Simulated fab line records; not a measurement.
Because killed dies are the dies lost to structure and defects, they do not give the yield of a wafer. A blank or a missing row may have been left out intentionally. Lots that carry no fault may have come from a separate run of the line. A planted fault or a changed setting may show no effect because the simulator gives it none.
Struck lot and sound lot, side by side :: flow sky130 :: 21 out of 708 route steps
Sound: the wafers L464.2, L464.3, L464.6. Struck: wafer L476.1. (L476.3, L476.4 of the same lot were not struck and are left out.) The cause comes at the end.
Each step with rows lists, per side, the tool, then ch with its chambers, then its first start. Under that, the readings that differ: sound wafers :: struck wafers :: difference of the means :: sigmas: that difference in standard deviations of wafers without a fault.
alike: a reading whose means differ by less than 2 such deviations, as well as words and numbers matching on both sides. not compared: withheld readings; readings where some wafer has no value; bounds like >300 that might hide an equal value; numbers whose values overlap and for which the record gives no deviation.
The two part at a step that has a row with sigmas, a row that says differs or no value, or rows on one side only. Numbers that have no deviation but don't overlap get no sigmas and don't part them. Lack of a reading on every wafer of one side parts them only where that side has two or more wafers.

first, 1 step without rows for these wafers: SKY_FIELD_ISO_DEVELOP_12 (develop time 60 s).
SKY_FIELD_ISO_CD_MEAS_13: the cd target is 150 nm.
  sound on cd_sem-02 at day 2 15:22; struck on cd_sem-02 at day 5 06:41
  alike: cd_nm
SKY_FIELD_ISO_ETCH_14: etches BARC in N2/H2, stops on SiO2, time 45.9 s, target depth 60 nm.
  sound on rie_diel-03 ch 1,2, day 2 15:28; struck on rie_diel-04 ch 1, day 5 06:48
  alike: drypump_motor_current_A, oes_product_au, throttle_valve_pct
  not compared: rf_hours_counter_h
SKY_FIELD_ISO_ETCH_15: etches the open film in CHF3/O2, stops on Si, target depth 180 nm, time 72 s.
  sound on rie_diel-03 ch 1,2, day 2 15:31; struck on rie_diel-04 ch 1, day 5 06:50
  alike: drypump_motor_current_A, oes_product_au, throttle_valve_pct
  not compared: rf_hours_counter_h
SKY_FIELD_ISO_STRIP_16: strips in O2/N2.
  sound on plasma_asher-03 ch 0,1, day 2 15:34; struck on plasma_asher-01 ch 0, day 5 06:54
  alike: drypump_motor_current_A, oes_product_au, strip_time_to_endpoint_s
  not compared: rf_hours_counter_h
SKY_FIELD_ISO_ETCH_17: etches Si in HBr/Cl2/O2, target depth 342 nm, time 97.7 s.
  sound on rie_si-02 ch 2,3, day 2 15:40; struck on rie_si-01 ch 0, day 5 07:00
  alike: drypump_motor_current_A, oes_product_au, throttle_valve_pct
  not compared: rf_hours_counter_h
then, 5 steps without rows for these wafers: SKY_FIELD_ISO_WET_ETCH_18 (etches Si3N4 in H3PO4, target depth 25 nm, time 286 s); SKY_FIELD_ISO_CLEAN_19 (cleans in SC1/SC2, time 150 s); SKY_FIELD_ISO_CLEAN_20 (cleans in dHF, time 20 s); SKY_FIELD_ISO_WET_ETCH_21 (etches SiO2 in dHF, target depth 20 nm, time 400 s); SKY_FIELD_ISO_OXIDATION_22 (stabilise 600 s, purge 300 s, target thk 10 nm).
SKY_FIELD_ISO_THK_MEAS_23:
  sound on film_metro-04 at day 2 17:41; struck on film_metro-04 at day 5 09:46
reading: FIELD_ISO_OXIDATION_01_THK (nm)
sound: 10.01 9.94 9.85
struck: 10.31
difference: +0.38
sigmas: +2
SKY_FIELD_ISO_CVD_24: deposits SiO2, target thk 595 nm, time 99.2 s.
  sound on hdpcvd-01 ch 0,1, day 2 17:44; struck on hdpcvd-02 ch 0, day 5 09:49
reading: model.SiO2_of_FIELD_ISO_CVD_24.thk_nm (nm)
sound: 583.8 576.6 583.6
struck: 289.2
difference: -292.1
sigmas: 
SKY_FIELD_ISO_THK_MEAS_25:
  sound on film_metro-04 at day 2 17:49; struck on film_metro-04 at day 5 09:53
reading: FIELD_ISO_CVD_24_THK (nm)
sound: 584 577 583
struck: 289
difference: -292
sigmas: -40
then, 1 step without rows for these wafers: SKY_FIELD_ISO_ANNEAL_26 (time 1800 s).
SKY_FIELD_ISO_CMP_27: polishes, stops on Si3N4, t overpolish 16 s, target thk 457.8 nm.
  sound on cmp-01 ch 1,2, day 2 20:07; struck on cmp-02 ch 3, day 5 11:30
reading: time_to_endpoint_s (s)
sound: 103 110 106
struck: 52
difference: -54
sigmas: -12
  alike: motor_current_A
then, 2 steps without rows for these wafers: SKY_FIELD_ISO_WET_ETCH_28 (etches SiO2 in dHF, target depth 23.7 nm, time 47 s); SKY_FIELD_ISO_WET_ETCH_29 (etches Si3N4 in H3PO4, target depth 160 nm, time 1825 s).
SKY_FIELD_ISO_WET_ETCH_30: etches SiO2 in dHF, target depth 25 nm, time 50 s.
  sound on wet_bench-04 ch 2, day 2 20:55; struck on wet_bench-02 ch 3, day 5 12:17
reading: model.SiO2_of_FIELD_ISO_CVD_24.thk_nm (nm)
sound: 404 403.4 403.1
struck: 236.1
difference: -167.4
sigmas: 
then, 1 step without rows for these wafers: SKY_NWELL_CLEAN_00 (cleans in SC1/SC2, time 150 s).
-- the record jumps here: 44 days lie between the struck wafers' starts before and after (it left off in module NWELL and takes up again in module PAD_OPEN, whose first step shown is number 708 of the route) --
SKY_PAD_OPEN_PROBE_99:
  sound on prober-01 at day 46 16:07; struck on prober-01 at day 49 12:07
reading: killed_at_contacts
sound: 25 36 26
struck: 18
difference: -11
sigmas: -2

reading: killed_at_front_end
sound: 16 30 14
struck: 422
difference: +402
sigmas: +87

reading: killed_dies
sound: 86 100 94
struck: 492
difference: +399
sigmas: +40

reading: killed_on_rim
sound: 19 17 22
struck: 96
difference: +77
sigmas: +21
  alike: killed_at_M0_to_M3, killed_at_M4_up, killed_at_other, killed_open, killed_short

== WHERE THEY PART ==
Last at SKY_PAD_OPEN_PROBE_99 as far as this record goes, first at SKY_FIELD_ISO_THK_MEAS_23.

WHY: the cause the simulator had injected
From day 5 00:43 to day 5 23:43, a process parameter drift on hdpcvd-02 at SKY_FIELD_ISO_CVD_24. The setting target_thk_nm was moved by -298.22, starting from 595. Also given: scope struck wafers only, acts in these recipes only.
